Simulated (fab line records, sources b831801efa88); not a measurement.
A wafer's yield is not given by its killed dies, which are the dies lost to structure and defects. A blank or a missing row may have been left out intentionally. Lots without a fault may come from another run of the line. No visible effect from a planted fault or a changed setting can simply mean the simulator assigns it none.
fab line records	flow gf180mcu
record: lots: 6	wafers: 18	lastDay: 34
route steps=602 shown STI@12
lots with no fault: from the same line, run without faults
startH: hours from the record's first day to the start of the lot's first wafer shown	waitH: hours from the lot's prior step to this one	" repeats the value in the row above	L1.1+2: a row that stands for several wafers	- no value present, or no start provided	* or withheld: withheld	< > ~ a bound
route shown NAME@n: names a module that has steps shown in the file, with the first one's number in the route	usual: mean/standard deviation taken from wafers without a fault	same: alike in all rows	chamber/n: place in a boat	sites: readings site by site	_std_site: the values' standard deviation	_edge_site: outer sites' mean less inner sites'	radiusMm: for every site, how far away it sits from the centre of the wafer	mask NAME#n: copy n	behind: the most recent tool/chamber to have shaped the wafer	hold: why the lot was held/for how many hours/how that ended	device: the transistor (n, p or np) that didn't switch	end of line: the same wafers' tests at the end of the route	a step given without rows: its recipe and nothing more	killed: dies lost to structure and defects at the first sort, not the wafer's yield	map: per-die view of a wafer (x killed, . not killed, _ where there is no die)
set.NAME: the setting that was run; set.NAME@STEP: the one run at that earlier step	model.NAME: the simulator's own value behind a step, which no gauge read
lots at some steps of the route; a table a step, a row a wafer
services: a tool's chamber out of use, with start hour (startH, from the record's first day; less than 0 if before it), hours out, and reason
== steps ==
step: GF_STI_DEVELOP_11
recipe: developTimeS: 60	devTempC: 21
step: GF_STI_CD_MEAS_12
recipe: targetCdNm: 220
usual: cdNm: 219.6/1.1
lot.wafer	tool	chamber	startH	waitH	cdNm
L202.4	cdSem-01	-	42.47	0.1	219.9
L202.5	"	-	"	"	219.0
L202.6	"	-	"	"	221.2
L203.2	cdSem-01	-	45.97	0.1	219.6
L203.3	"	-	"	"	220.1
L203.5	"	-	"	"	219.6
L207.1	cdSem-01	-	67.20	0.1	218.2
L207.2	"	-	"	"	219.1
L207.6	"	-	"	"	218.3
L209.1	cdSem-02	-	76.61	0.1	219.5
L209.3	"	-	"	"	218.8
L209.4	"	-	"	"	219.1
L219.3	cdSem-02	-	128.65	0.1	220.6
L219.4	"	-	"	"	221.1
L219.6	"	-	"	"	220.9
L221.1	cdSem-01	-	138.65	0.1	219.8
L221.5	"	-	"	"	220.4
L221.6	"	-	"	"	220.2
step: GF_STI_ETCH_13
recipe: chemistry: CHF3/O2	stopOn: Si	overEtchFrac: 0.3	targetDepthA: 2823.1	sourceW: 600	biasW: 200	pressureMtorr: 40	chf3FlowSccm: 50	O2_flow_sccm: 5	timeS: 112.9
usual: chamberPressureMTorr: 40.00/0.035	drypumpMotorCurrentA: 5.5/0.49	oesProductAu: 0.833/0.0063	throttleValvePct: 8.811/0.0091
lot.wafer	tool	chamber	startH	waitH	chamberPressureMTorr	drypumpMotorCurrentA	oesProductAu	rfHoursCounterH	throttleValvePct
L202.4	rieDiel-02	2	42.57	0.1	40.02	5.7	0.836	-	8.803
L202.5	"	1	"	"	39.99	5.9	0.838	-	8.797
L202.6	"	3	"	"	40.01	4.6	0.832	-	8.807
L203.2	rieDiel-03	2	46.07	0.1	40.00	4.6	0.822	78	8.797
L203.3	"	1	"	"	40.03	5.4	0.839	157	8.802
L203.5	"	0	"	"	39.98	6.1	0.834	-	8.806
L207.1	rieDiel-03	0	67.32	0.1	39.94	6.0	0.826	5	8.816
L207.2	"	1	"	"	40.01	5.4	0.827	158	8.800
L207.6	"	2	"	"	39.96	4.6	0.826	-	8.795
L209.1	rieDiel-03	2	76.73	0.1	40.02	4.6	0.827	78	8.805
L209.3	"	3	"	"	39.99	5.4	0.833	45	8.808
L209.4	"	1	"	"	39.99	5.4	0.836	158	8.809
L219.3	rieDiel-02	2	128.73	0.1	40.04	5.7	0.840	126	8.813
L219.4	"	1	"	"	40.02	5.9	0.834	12	8.801
L219.6	"	1	"	"	39.95	5.9	0.840	-	8.815
L221.1	rieDiel-01	1	138.77	0.1	40.03	5.9	0.831	26	8.815
L221.5	"	0	"	"	40.03	4.7	0.831	-	8.816
L221.6	"	1	"	"	39.98	5.9	0.835	-	8.808
step: GF_STI_ETCH_14
recipe: target: Si	chemistry: HBr/Cl2/O2	targetDepthNm: 360	icpW: 600	biasW: 150	pressureMtorr: 15	HBr_flow_sccm: 150	Cl2_flow_sccm: 40	O2_flow_sccm: 6	timeS: 102.9
usual: chamberPressureMTorr: 15.000/0.014	drypumpMotorCurrentA: 5.7/0.57	oesProductAu: 1.002/0.011	throttleValvePct: 25.655/0.011
lot.wafer	tool	chamber	startH	waitH	chamberPressureMTorr	drypumpMotorCurrentA	oesProductAu	rfHoursCounterH	throttleValvePct
L202.4	rieSi-02	3	42.61	0.0	15.030	4.9	1.011	2	25.641
L202.5	"	2	"	"	15.012	6.1	1.002	-	25.652
L202.6	"	1	"	"	14.993	5.1	1.000	-	25.648
L203.2	rieSi-01	3	46.15	0.0	15.021	5.6	1.006	3	25.651
L203.3	"	0	"	"	14.995	5.7	1.009	24	25.666
L203.5	"	0	"	"	15.025	5.7	1.020	-	25.648
L207.1	rieSi-02	0	67.40	0.0	14.980	6.2	1.012	62	25.657
L207.2	"	3	"	"	15.005	4.9	1.005	3	25.659
L207.6	"	2	"	"	14.986	6.1	0.991	-	25.659
L209.1	rieSi-01	0	76.81	0.0	15.008	5.8	1.009	24	25.661
L209.3	"	3	"	"	15.017	5.6	0.994	3	25.653
L209.4	"	2	"	"	14.992	6.5	1.009	58	25.655
L219.3	rieSi-02	2	128.81	0.0	15.002	6.1	0.992	30	25.666
L219.4	"	1	"	"	14.990	5.1	0.998	64	25.673
L219.6	"	0	"	"	14.987	6.2	1.006	-	25.647
L221.1	rieSi-01	2	138.85	0.0	14.991	6.5	0.994	59	25.662
L221.5	"	1	"	"	14.991	4.9	0.989	-	25.672
L221.6	"	2	"	"	14.980	6.5	0.985	-	25.652
step: GF_STI_STRIP_15
recipe: chemistry: O2/N2	powerW: 1400	pressureMtorr: 1500	platenTempC: 250	o2FlowSccm: 3000	n2FlowSccm: 300	overashFraction: 0.5
usual: chamberPressureMTorr: 1500.0/1.4	drypumpMotorCurrentA: 5.5/0.31	heaterPowerW: 327/30	o2FlowSccm: 3000/8.9	oesProductAu: 0.383/0.005	stripTimeToEndpointS: 3.73/0.044
same: overashFraction: 0.5
lot.wafer	tool	chamber	startH	waitH	chamberPressureMTorr	drypumpMotorCurrentA	heaterPowerW	o2FlowSccm	oesProductAu	rfHoursCounterH	stripTimeToEndpointS
L202.4	plasmaAsher-03	1	42.72	0.1	1502.3	5.3	330	2983	0.385	-	3.69
L202.5	"	1	"	"	1499.9	5.3	337	2987	0.387	-	3.71
L202.6	"	0	"	"	1498.4	4.8	288	3020	0.378	-	3.67
L203.2	plasmaAsher-01	1	46.22	0.0	1502.4	5.7	350	3000	0.386	39	3.76
L203.3	"	1	"	"	1501.8	5.7	369	3014	0.373	-	3.75
L203.5	"	1	"	"	1500.1	5.7	368	3015	0.383	-	3.65
L207.1	plasmaAsher-02	0	67.47	0.0	1498.9	5.7	297	3005	0.375	40	3.63
L207.2	"	1	"	"	1497.0	5.7	326	3004	0.389	40	3.80
L207.6	"	0	"	"	1498.9	5.7	290	3008	0.389	-	3.77
L209.1	plasmaAsher-01	1	76.89	0.0	1498.2	5.7	365	3001	0.381	42	3.77
L209.3	"	0	"	"	1499.4	5.6	361	3006	0.381	-	3.75
L209.4	"	1	"	"	1500.2	5.7	359	2991	0.386	-	3.78
L219.3	plasmaAsher-03	1	128.92	0.1	1501.5	5.3	319	3001	0.379	-	3.80
L219.4	"	0	"	"	1501.2	4.8	278	2984	0.387	-	3.78
L219.6	"	0	"	"	1500.5	4.8	278	2995	0.378	-	3.71
L221.1	plasmaAsher-02	1	138.92	0.0	1499.4	5.7	330	3007	0.381	1	3.75
L221.5	"	0	"	"	1500.0	5.7	280	3002	0.381	-	3.71
L221.6	"	1	"	"	1498.4	5.7	316	3005	0.387	-	3.75
step: GF_STI_CLEAN_16
recipe: chemistry: dHF	timeS: 25	dilution: 100:1
step: GF_STI_WET_ETCH_17
recipe: chemistry: H3PO4	targetDepthNm: 45	tempC: 160	target: Si3N4	timeS: 514
step: GF_STI_CLEAN_18
recipe: chemistry: SC1/SC2	mix: 1:4:20	tempC: 70	timeS: 150
step: GF_STI_CLEAN_19
recipe: chemistry: dHF	timeS: 20	dilution: 100:1
step: GF_STI_WET_ETCH_20
recipe: chemistry: dHF	dilution: 100:1	targetDepthNm: 20	tempC: 25	dry: ipaMarangoni	target: SiO2	timeS: 400
step: GF_STI_OXIDATION_21
recipe: tempC: 1000	ambient: O2	stabiliseS: 600	purgeS: 300	targetThkA: 150	oxTimeS: 458
step: GF_STI_THK_MEAS_22
recipe: reads: SiO2_of_STI_OXIDATION_21
usual: STI_OXIDATION_01_THK: 15.04/0.28
lot.wafer	tool	chamber	startH	waitH	STI_OXIDATION_01_THK[nm]
L202.4	filmMetro-04	-	45.30	0.0	15.45
L202.5	"	-	"	"	15.29
L202.6	"	-	"	"	15.48
L203.2	filmMetro-04	-	48.64	0.0	15.75
L203.3	"	-	"	"	15.48
L203.5	"	-	"	"	15.77
L207.1	filmMetro-02	-	69.06	0.0	15.14
L207.2	"	-	"	"	14.82
L207.6	"	-	"	"	15.18
L209.1	filmMetro-02	-	78.63	0.0	15.19
L209.3	"	-	"	"	15.27
L209.4	"	-	"	"	15.13
L219.3	filmMetro-04	-	130.48	0.0	15.02
L219.4	"	-	"	"	14.96
L219.6	"	-	"	"	14.93
L221.1	filmMetro-01	-	140.51	0.0	14.92
L221.5	"	-	"	"	14.79
L221.6	"	-	"	"	15.08
step: GF_STI_CVD_23
recipe: material: SiO2	targetThkNm: 650	sigmaOpenFrac: 0.3	timeS: 108.3	tempC: 600	sih4FlowSccm: 60	pressureMtorr: 6
lot.wafer	tool	chamber	startH	waitH	model.SiO2_of_STI_CVD_23.thkNm
L202.4	hdpcvd-01	0	45.37	0.1	646.9
L202.5	"	2	"	"	650.5
L202.6	"	1	"	"	645.3
L203.2	hdpcvd-01	2	48.69	0.0	655.3
L203.3	"	0	"	"	659.3
L203.5	"	1	"	"	645.9
L207.1	hdpcvd-01	0	69.12	0.1	545.5
L207.2	"	2	"	"	655.6
L207.6	"	0	"	"	544.6
L209.1	hdpcvd-01	1	78.69	0.1	643.7
L209.3	"	0	"	"	555.8
L209.4	"	0	"	"	557.1
L219.3	hdpcvd-02	0	130.52	0.0	653.5
L219.4	"	2	"	"	655.4
L219.6	"	0	"	"	648.6
L221.1	hdpcvd-02	0	140.57	0.1	653.2
L221.5	"	1	"	"	655.1
L221.6	"	0	"	"	652.8
step: GF_STI_THK_MEAS_24
recipe: reads: SiO2_of_STI_CVD_23
usual: STI_CVD_23_THK: 651/6.7
lot.wafer	tool	chamber	startH	waitH	STI_CVD_23_THK[nm]
L202.4	filmMetro-02	-	45.44	0.0	647
L202.5	"	-	"	"	650
L202.6	"	-	"	"	645
L203.2	filmMetro-02	-	48.78	0.0	655
L203.3	"	-	"	"	659
L203.5	"	-	"	"	646
L207.1	filmMetro-01	-	69.19	0.0	546
L207.2	"	-	"	"	656
L207.6	"	-	"	"	545
L209.1	filmMetro-01	-	78.77	0.0	644
L209.3	"	-	"	"	555
L209.4	"	-	"	"	557
L219.3	filmMetro-02	-	130.62	0.1	653
L219.4	"	-	"	"	655
L219.6	"	-	"	"	648
L221.1	filmMetro-02	-	140.65	0.0	653
L221.5	"	-	"	"	655
L221.6	"	-	"	"	653
step: GF_STI_CMP_25
recipe: stopOn: Si3N4	tOverpolishS: 33	downForcePsi: 4	platenRpm: 60	targetThkNm: 524.6	padVelocityMS: 0.94248
usual: motorCurrentA: 12.0/1.4	retainingRingPressureFrac: 1.000/0.0047	timeToEndpointS: 124/3.6
lot.wafer	tool	chamber	startH	waitH	motorCurrentA	retainingRingPressureFrac	timeToEndpointS
L202.4	cmp-02	3	45.62	0.2	12.2	1.007	126
L202.6	"	0	"	"	14.2	0.991	130
L202.5	"	1	"	"	13.4	0.999	129
L203.3	cmp-01	0	48.88	0.1	12.6	1.001	130
L203.2	"	2	"	"	11.3	1.000	123
L203.5	"	3	"	"	11.8	0.998	121
L207.2	cmp-01	1	69.25	0.0	9.6	0.998	123
L207.1	"	3	"	"	12.7	0.992	104
L207.6	"	1	"	"	9.4	1.003	101
L209.3	cmp-01	2	78.88	0.1	10.7	0.998	107
L209.4	"	3	"	"	12.3	1.007	106
L209.1	"	0	"	"	12.8	1.000	133
L219.3	cmp-02	0	130.71	0.1	13.9	0.987	119
L219.4	"	1	"	"	13.5	1.002	123
L219.6	"	3	"	"	12.0	1.004	121
L221.1	cmp-01	3	140.86	0.2	11.8	1.004	121
L221.5	"	0	"	"	13.3	1.000	127
L221.6	"	1	"	"	9.8	0.997	119
step: GF_STI_WET_ETCH_26
recipe: chemistry: dHF	targetDepthNm: 94	target: SiO2	tempC: 25	dilution: 10:1	timeS: 188
== services ==
tool	chamber	startH	hours	kind
rieDiel-02	0	35.58	14.2	repair
rieDiel-01	3	36.26	5.0	repair
cmp-01	-	41.93	1.1	repair
cmp-02	-	42.18	2.1	repair
hdpcvd-02	0	48.94	6.1	repair
hdpcvd-02	-	57.34	2.5	repair
cmp-02	-	58.88	3.0	pm
rieDiel-02	-	63.98	0.7	repair
cmp-02	-	64.04	4.0	pm
cmp-01	-	64.89	1.2	repair
rieDiel-02	2	76.18	9.1	repair
rieSi-01	1	79.26	-	clean
cmp-02	-	79.32	5.7	repair
rieSi-01	-	81.61	1.6	repair
hdpcvd-01	1	87.17	7.1	repair
rieDiel-01	-	95.55	15.6	pm
rieDiel-02	1	97.77	8.7	repair
rieSi-02	-	101.95	0.9	repair
cmp-01	-	108.27	1.9	repair
plasmaAsher-02	-	108.75	9.0	pm
rieDiel-01	3	112.12	1.3	repair
plasmaAsher-02	-	117.75	14.6	pm
hdpcvd-01	-	122.28	1.5	repair
cmp-01	-	138.08	2.0	repair
== key ==
firstSign: step: GF_STI_THK_MEAS_24	reading: STI_CVD_23_THK	direction: down	sigmas: 15	usual: 651	struck: 551
effect: step: GF_STI_CMP_25	reading: timeToEndpointS	direction: down	sigmas: 5.4	usual: *	struck: *
modelEffect: step: GF_STI_CVD_23	value: SiO2_of_STI_CVD_23.thkNm	without: 649.5	struck: 550.7
metAt GF_STI_CVD_23
struckWafers L207.1,L207.6,L209.3,L209.4
testerLeftOut L207,L209
onsetBetween 48.69 69.12
fault: kind: processParameterDrift	tool: hdpcvd-01	chamber: 0	onsetH: 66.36	steps: GF_STI_CVD_23	channel: targetThkNm	offset: -98.801	shape: step	endH: 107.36	actsIn: theseRecipesOnly	stated: 650
testerLeftOut: of these lots the tester's yield and bins aren't shown, on N5 and GAA mostly nor the transistor test; their killed dies are dies lost to structure and defects alone, not to doping, threshold or leakage, so they don't give the yield
